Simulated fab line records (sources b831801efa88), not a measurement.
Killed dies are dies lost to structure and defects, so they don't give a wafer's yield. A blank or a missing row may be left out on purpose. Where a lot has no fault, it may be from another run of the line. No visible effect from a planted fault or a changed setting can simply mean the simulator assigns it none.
Chamber matching || flow sky130 || SKY_FIELD_ISO_ETCH_15 on rieDiel-01: 4 sister chambers
The step etches the open film in CHF3/O2, stops on Si, target depth 180 nm, time 72 s. 8 wafers are shown with their chamber, then 10 later ones without.

== WAFERS, EACH WITH ITS CHAMBER ==
{"wafer": "L074.5", "chamber": 1, "drypumpMotorCurrentA (A)": 6.0, "oesProductAu (a.u.)": 0.944}
{"wafer": "L083.1", "chamber": 2, "drypumpMotorCurrentA (A)": 6.3, "oesProductAu (a.u.)": 0.944}
{"wafer": "L083.3", "chamber": 1, "drypumpMotorCurrentA (A)": 6.0, "oesProductAu (a.u.)": 0.948}
{"wafer": "L083.6", "chamber": 2, "drypumpMotorCurrentA (A)": 6.2, "oesProductAu (a.u.)": 0.934}
{"wafer": "L087.1", "chamber": 3, "drypumpMotorCurrentA (A)": 5.7, "oesProductAu (a.u.)": 0.940}
{"wafer": "L087.6", "chamber": 0, "drypumpMotorCurrentA (A)": 4.9, "oesProductAu (a.u.)": 0.935}
{"wafer": "L088.4", "chamber": 3, "drypumpMotorCurrentA (A)": 5.7, "oesProductAu (a.u.)": 0.929}
{"wafer": "L088.5", "chamber": 0, "drypumpMotorCurrentA (A)": 4.9, "oesProductAu (a.u.)": 0.948}

== WAFERS WHOSE CHAMBER IS MISSING ==
{"wafer": "L088.6", "drypumpMotorCurrentA (A)": 5.6, "oesProductAu (a.u.)": 0.941}
{"wafer": "L090.1", "drypumpMotorCurrentA (A)": 5.7, "oesProductAu (a.u.)": 0.937}
{"wafer": "L090.2", "drypumpMotorCurrentA (A)": 6.3, "oesProductAu (a.u.)": 0.937}
{"wafer": "L090.5", "drypumpMotorCurrentA (A)": 5.7, "oesProductAu (a.u.)": 0.936}
{"wafer": "L094.2", "drypumpMotorCurrentA (A)": 6.2, "oesProductAu (a.u.)": 0.946}
{"wafer": "L094.3", "drypumpMotorCurrentA (A)": 5.7, "oesProductAu (a.u.)": 0.945}
{"wafer": "L094.4", "drypumpMotorCurrentA (A)": 4.9, "oesProductAu (a.u.)": 0.947}
{"wafer": "L095.1", "drypumpMotorCurrentA (A)": 6.2, "oesProductAu (a.u.)": 0.941}
{"wafer": "L095.3", "drypumpMotorCurrentA (A)": 5.7, "oesProductAu (a.u.)": 0.939}
{"wafer": "L095.5", "drypumpMotorCurrentA (A)": 6.2, "oesProductAu (a.u.)": 0.938}

== CHAMBER TAKEN BY EACH ==
{"wafer": "L088.6", "from the rows above": 3, "in truth": 3}
{"wafer": "L090.1", "from the rows above": 3, "in truth": 3}
{"wafer": "L090.2", "from the rows above": 2, "in truth": 2}
{"wafer": "L090.5", "from the rows above": 3, "in truth": 3}
{"wafer": "L094.2", "from the rows above": 2, "in truth": 2}
{"wafer": "L094.3", "from the rows above": 3, "in truth": 3}
{"wafer": "L094.4", "from the rows above": 0, "in truth": 0}
{"wafer": "L095.1", "from the rows above": 2, "in truth": 2}
{"wafer": "L095.3", "from the rows above": 3, "in truth": 3}
{"wafer": "L095.5", "from the rows above": 2, "in truth": 2}
Correctly placed: 10 of 10. From these rows, 0 cannot be placed. 0 placed wrongly.
How it was worked out, from the rows above alone: a wafer's distance from a chamber is the root of the sum, over the readings, of the square of ((its reading less the chamber's mean) divided by the reading's scatter). If the next closest chamber is less than 2 further off than the closest, the wafer can't be placed; otherwise it belongs to the closest. For every chamber, the mean is computed from those of its wafers that are shown. How the scatter is found: for the shown wafers, subtract from each reading the mean of its chamber, square and add these, divide the total by (wafers less chambers), then take the root.
